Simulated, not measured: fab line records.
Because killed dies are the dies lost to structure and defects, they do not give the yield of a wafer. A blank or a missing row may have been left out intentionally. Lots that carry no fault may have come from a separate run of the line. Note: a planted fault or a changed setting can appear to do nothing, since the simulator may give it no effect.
The tool behind it: which one?	flow sky130	36 wafers from 12 lots sampled at 7 of the route's 708 steps

== WHAT THE GAUGES SHOWED, per wafer ==
SKY_PWDE_TW_MEAS_10.
lot	measured	on	PWDE_TW
L199	day 3 23:25	film metro-04	370 372 374
L202	day 4 17:07	film metro-04	372 374 372
L203	day 4 20:31	film metro-02	377 376 379
L204	day 5 01:04	film metro-04	375 375 375
L207	day 5 15:30	film metro-04	386 387 387
L209	day 6 01:47	film metro-03	387 386 386
L215	day 7 17:32	film metro-04	375 376 375
L217	day 8 00:59	film metro-02	382 378 381
L218	day 8 10:25	film metro-02	379 376 380
L219	day 8 15:38	film metro-02	379 380 379
L221	day 8 23:54	film metro-02	380 380 380
L222	day 9 04:44	film metro-02	381 381 379

SKY_NWELL_RS_MEAS_31: measurement is done with a four-point probe.
lot	measured	on	PWDE_RS (ohm/sq)
L199	day 5 10:06	film metro-02	5274 5296 5298
L202	day 6 04:44	film metro-04	5284 5271 5285
L203	day 6 09:10	film metro-04	5302 5292 5289
L204	day 6 12:55	film metro-04	5263 5288 5274
L207	day 7 05:50	film metro-02	4832 4819 4812 4834 4829 4806
L209	day 7 16:46	film metro-02	4821 4808 4830 4813 4807 4820
L215	day 9 13:11	film metro-04	5270 5279 5293
L217	day 9 20:41	film metro-03	5284 5254 5272
L218	day 10 06:12	film metro-04	5275 5275 5272
L219	day 10 12:19	film metro-03	5274 5284 5293
L221	day 10 21:05	film metro-04	5307 5310 5276
L222	day 11 02:38	film metro-04	5263 5232 5245

SKY_SONOS_ONO_THK_MEAS_05.
lot	measured	on	SONOS_ONO_CVD_04_THK (nm)
L199	day 11 17:22	film metro-04	5.57 5.60 5.66
L202	day 12 18:12	film metro-03	5.68 5.74 5.73
L203	day 12 20:49	film metro-04	5.70 5.80 5.81
L204	day 13 08:08	film metro-01	5.63 5.63 5.64
L207	day 14 06:31	film metro-04	5.77 5.79 5.72
L209	day 14 20:14	film metro-01	5.97 6.01 5.98
L215	day 17 08:41	film metro-03	5.85 5.75 5.76
L217	day 17 15:33	film metro-01	5.62 5.49 5.58
L218	day 18 04:46	film metro-04	5.91 6.00 5.91
L219	day 18 08:46	film metro-01	5.60 5.60 5.66
L221	day 19 00:29	film metro-03	5.91 5.82 5.86
L222	day 19 08:16	film metro-03	5.74 5.81 5.85

SKY_LDD_P_OVL_MEAS_08.
lot	measured	on	LDD_P_OVL (nm)
L199	day 19 00:37	overlay-01	-1.5 -0.2 -0.3
L202	day 20 07:03	overlay-02	-0.4 1.0 -1.2
L203	day 20 14:21	overlay-02	-0.2 1.0 -0.6
L204	day 21 01:53	overlay-01	-0.5 0.1 1.3
L207	day 22 00:52	overlay-01	1.0 0.1 1.4
L209	day 22 19:01	overlay-01	1.4 -0.3 -0.4
L215	day 25 07:04	overlay-02	1.6 1.0 1.8
L217	day 25 16:31	overlay-02	0.5 1.4 0.4
L218	day 26 04:06	overlay-01	-2.7 -2.1 -0.3
L219	day 26 09:56	overlay-01	0.8 0.5 0.0
L221	day 26 21:13	overlay-01	0.3 0.3 -2.6
L222	day 27 05:10	overlay-02	-0.3 -2.1 -0.3

SKY_LDD_LDN_OVL_MEAS_07.
lot	measured	on	LDD_LDN_OVL (nm)
L199	day 22 21:14	overlay-01	-0.6 -0.7 -2.4
L202	day 24 02:22	overlay-01	-2.3 -0.5 0.0
L203	day 24 10:01	overlay-02	-1.8 -4.3 -2.7
L204	day 24 20:28	overlay-01	-1.6 -1.9 -3.0
L207	day 25 18:37	overlay-02	-1.7 -2.4 -3.5
L209	day 26 10:28	overlay-01	-2.0 -1.0 -1.6
L215	day 28 21:00	overlay-02	-1.6 -1.9 -1.9
L217	day 29 05:58	overlay-01	-1.2 -0.5 -1.5
L218	day 29 18:31	overlay-02	-0.7 -1.9 0.4
L219	day 30 00:22	overlay-01	-1.7 -1.1 -0.9
L221	day 30 10:13	overlay-02	-0.6 -0.5 0.5
L222	day 30 18:28	overlay-02	-0.9 -3.0 -4.4

== EACH LOT AND THE TOOL THAT RAN IT (in order: tool; ch and the chambers of the sampled wafers; start) ==
lot	SKY_PWDE_IMPLANT_08	SKY_VT_ADJUST_HVTP_DEHYDRATE_00
L199	implanter-02 ch 0, day 3 23:11	litho track-03 ch 0, day 5 17:25
L202	implanter-01 ch 0, day 4 16:53	litho track-03 ch 0, day 6 13:34
L203	implanter-02 ch 0, day 4 20:17	litho track-04 ch 0, day 6 18:20
L204	implanter-02 ch 0, day 5 00:49	litho track-04 ch 0, day 6 22:01
L207	implanter-02 ch 0, day 5 15:15	litho track-03 ch 0, day 7 14:59
L209	implanter-02 ch 0, day 6 01:35	litho track-02 ch 0, day 8 02:20
L215	implanter-03 ch 0, day 7 17:17	litho track-02 ch 0, day 9 23:58
L217	implanter-01 ch 0, day 8 00:44	litho track-03 ch 0, day 10 07:17
L218	implanter-02 ch 0, day 8 10:11	litho track-04 ch 0, day 10 16:58
L219	implanter-01 ch 0, day 8 15:23	litho track-04 ch 0, day 10 23:22
L221	implanter-02 ch 0, day 8 23:39	litho track-03 ch 0, day 11 08:50
L222	implanter-02 ch 0, day 9 04:31	litho track-02 ch 0, day 11 14:28
- SKY_PWDE_IMPLANT_08
- SKY_VT_ADJUST_HVTP_DEHYDRATE_00: time 60 s.

== WHAT THE TOOLS THEMSELVES READ (means of the sampled wafers that have a number; where no wafer has one, the mark that the record gives instead) ==
SKY_PWDE_IMPLANT_08.
lot	tool	dose ions cm2	faraday current uA
L199	implanter-02	3.605e+12	19.9
L202	implanter-01	3.600e+12	20.5
L203	implanter-02	3.599e+12	20.3
L204	implanter-02	3.607e+12	20.6
L207	implanter-02	4.035e+12	22.8
L209	implanter-02	4.039e+12	22.7
L215	implanter-03	3.602e+12	20.4
L217	implanter-01	3.598e+12	20.2
L218	implanter-02	3.604e+12	20.4
L219	implanter-01	3.593e+12	20.3
L221	implanter-02	3.602e+12	20.3
L222	implanter-02	3.599e+12	20.3

== THE ANSWER, worked out from the rows above alone ==
Rule: the lots themselves supply what counts as usual. The widest of any qualifying gaps counts: lots, ordered by their means at a reading, are off when they make up no more than a third of the lots, leave a main group of 4 or more, and stand apart from it by 3 or more times the standard deviation of that group's means. If all means in a main group match to the digits the tables above print for the reading, that group is not used. A lot without any number at a reading at which 4 lots or more have one is off too. Where the step has rows for the other lots, those lots are counted as sound. First the gauges in route order, then the tools' own readings, where a lot's mean is used as printed above. The first step at which some lot is off is used, and at that step the reading that is off furthest; a lot without a number counts as furthest.
Off: L207, L209, at SKY_NWELL_RS_MEAS_31 (PWDE_RS). Mean 5279 ohm/sq and standard deviation 14 in the main group.
If a tool, at a process step before that reading, ran all the lots that are off and no sound lot after the first of them, it fits. Not tried: the gauges at SKY_NWELL_RS_MEAS_31; whatever is off there is also off at SKY_PWDE_IMPLANT_08, on other tools, and gauge error can't account for it. None of those tried fits.

== WHAT THE SIMULATOR HAD INSERTED ==
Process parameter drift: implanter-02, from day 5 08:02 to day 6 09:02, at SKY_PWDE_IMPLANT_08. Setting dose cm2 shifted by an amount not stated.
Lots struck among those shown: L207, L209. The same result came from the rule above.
